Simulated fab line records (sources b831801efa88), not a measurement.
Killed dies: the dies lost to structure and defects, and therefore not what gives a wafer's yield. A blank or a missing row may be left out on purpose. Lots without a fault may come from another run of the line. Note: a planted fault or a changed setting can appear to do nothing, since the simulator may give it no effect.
Matching of chambers    flow sky130    SKY_CONTACT_CVD_00 on pecvd-04 has 3 sister chambers
The step deposits Si3N4, target thk 75 nm. 3 wafers are shown with their chamber, then 7 later ones without.

== WAFERS PAIRED WITH THEIR CHAMBERS ==
wafer   chamber  heater power w (W)
L089.5  0        731
L092.2  2        645
L092.5  1        668

== WAFERS WHOSE CHAMBER IS MISSING ==
wafer   heater power w (W)
L092.6  727
L095.1  687
L095.5  674
L095.6  736
L096.2  695
L096.4  742
L096.5  704

== THE CHAMBER EACH PASSED THROUGH ==
wafer    from the rows above            in truth
L092.6   0                              0
L095.1   can't be placed: 1 or 2 or 0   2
L095.5   can't be placed: 1 or 2        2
L095.6   0                              0
L096.2   can't be placed: 1 or 0 or 2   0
L096.4   0                              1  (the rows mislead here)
L096.5   can't be placed: 0 or 1 or 2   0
Correct placement for 2 of the 7. From these rows, 4 cannot be placed; in 4 the true chamber is one of the candidates. Placed wrongly: 1.
How it was worked out, from the rows above alone: a wafer's distance from a chamber is the root of the sum, over the readings, of the square of ((its reading less the chamber's mean) divided by the reading's scatter). If the next closest chamber is less than 2 further off than the closest, the wafer can't be placed; otherwise it belongs to the closest. The mean given for a chamber averages the wafers shown for that chamber. The scatter (one wafer shown for each chamber): square how far every hidden wafer sits from the nearest shown wafer, average those squares and take the square root.
